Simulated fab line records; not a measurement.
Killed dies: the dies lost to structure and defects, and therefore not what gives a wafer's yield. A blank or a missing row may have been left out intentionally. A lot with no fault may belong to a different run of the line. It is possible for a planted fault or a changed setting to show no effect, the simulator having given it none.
Shared-tool check    flow sky130    14 lots and 42 wafers in the sample

WHY IT WAS OPENED
2 of 14 lots carry a flag on the reading PWDE_TW at SKY_PWDE_TW_MEAS_10. Fault-free wafers read 375, with a standard deviation of 4.4.
Rule: a lot is flagged in two cases, either no wafer of it has a number, or all its wafers with numbers fall more than 4 standard deviations from that mean. The other lots count as sound.

lot   measured     on             PWDE_TW, wafer by wafer  flag
L823  day 4 08:16  film_metro-03  372 374 373              
L826  day 5 01:14  film_metro-04  374 375 373              
L827  day 5 06:22  film_metro-03  30 30 30                 FLAGGED
L828  day 5 14:29  film_metro-04  30 30 30                 FLAGGED
L832  day 6 13:46  film_metro-01  383 381 382              
L834  day 6 21:50  film_metro-03  371 370 369              
L835  day 7 07:31  film_metro-04  376 375 376              
L836  day 7 13:28  film_metro-03  373 373 371              
L837  day 7 14:13  film_metro-01  379 382 381              
L838  day 8 09:04  film_metro-01  379 378 376              
L839  day 8 09:46  film_metro-01  380 380 378              
L840  day 8 10:02  film_metro-04  377 376 376              
L841  day 9 08:35  film_metro-03  374 374 372              
L843  day 9 18:59  film_metro-01  381 382 380              
The numbers of the flagged lots are 30 on average: -345 against the usual, or -78 standard deviations.

LOT BY LOT: THE TOOL USED
The record holds 2 process steps before the reading, out of a route of 708 steps. Read each cell as the tool, then ch plus the chambers that the sampled wafers visited, then the start.
lot   flag     SKY_DNWELL_STRIP_08                  SKY_PWDE_STRIP_09
L823           plasma_asher-01 ch 0,1, day 3 15:40  plasma_asher-02 ch 0,1, day 4 08:10
L826           plasma_asher-03 ch 0,1, day 4 07:52  plasma_asher-04 ch 0,1, day 5 01:08
L827  FLAGGED  plasma_asher-04 ch 0,1, day 4 13:26  plasma_asher-02 ch 0,1, day 5 06:17
L828  FLAGGED  plasma_asher-03 ch 0, day 4 20:54    plasma_asher-03 ch 0, day 5 14:22
L832           plasma_asher-03 ch 0,1, day 5 19:08  plasma_asher-03 ch 1, day 6 13:40
L834           plasma_asher-01 ch 0,1, day 6 02:45  plasma_asher-03 ch 0,1, day 6 21:44
L835           plasma_asher-03 ch 0,1, day 6 12:50  plasma_asher-03 ch 0,1, day 7 07:25
L836           plasma_asher-04 ch 0,1, day 6 18:40  plasma_asher-02 ch 0,1, day 7 13:22
L837           plasma_asher-03 ch 0,1, day 6 18:59  plasma_asher-02 ch 0,1, day 7 14:07
L838           plasma_asher-03 ch 0,1, day 7 13:23  plasma_asher-02 ch 0,1, day 8 08:58
L839           plasma_asher-01 ch 0,1, day 7 13:42  plasma_asher-02 ch 0,1, day 8 09:40
L840           plasma_asher-04 ch 0,1, day 7 13:55  plasma_asher-02 ch 0,1, day 8 09:56
L841           plasma_asher-03 ch 0, day 8 11:15    plasma_asher-02 ch 0,1, day 9 08:28
L843           plasma_asher-03 ch 0,1, day 8 21:10  plasma_asher-02 ch 0,1, day 9 18:53
What the steps here do:
- SKY_DNWELL_STRIP_08: strips in O2/N2.
- SKY_PWDE_STRIP_09: strips in O2/N2.
- SKY_PWDE_TW_MEAS_10

FLAGGED OVER TOTAL, TOOL BY TOOL (the gauges that took the reading come last)
step                 tool             lots run  flagged  share of the flagged lots  sound lots run after its first flagged lot
SKY_DNWELL_STRIP_08  plasma_asher-01  3         0        none                       -
SKY_DNWELL_STRIP_08  plasma_asher-03  8         1        some                       6 (L832,L835,L837,L838,L841,L843)
SKY_DNWELL_STRIP_08  plasma_asher-04  3         1        some                       2 (L836,L840)
SKY_PWDE_STRIP_09    plasma_asher-02  9         1        some                       7 (L836,L837,L838,L839,L840,L841,L843)
SKY_PWDE_STRIP_09    plasma_asher-03  4         1        some                       3 (L832,L834,L835)
SKY_PWDE_STRIP_09    plasma_asher-04  1         0        none                       -
SKY_PWDE_TW_MEAS_10  film_metro-01    5         0        none                       -
SKY_PWDE_TW_MEAS_10  film_metro-03    5         1        some                       3 (L834,L836,L841)
SKY_PWDE_TW_MEAS_10  film_metro-04    4         1        some                       2 (L835,L840)

WHAT IS ALLOWED BY THE TABLE
No row of the table ran every flagged lot.

WHAT THE SIMULATOR PUT IN
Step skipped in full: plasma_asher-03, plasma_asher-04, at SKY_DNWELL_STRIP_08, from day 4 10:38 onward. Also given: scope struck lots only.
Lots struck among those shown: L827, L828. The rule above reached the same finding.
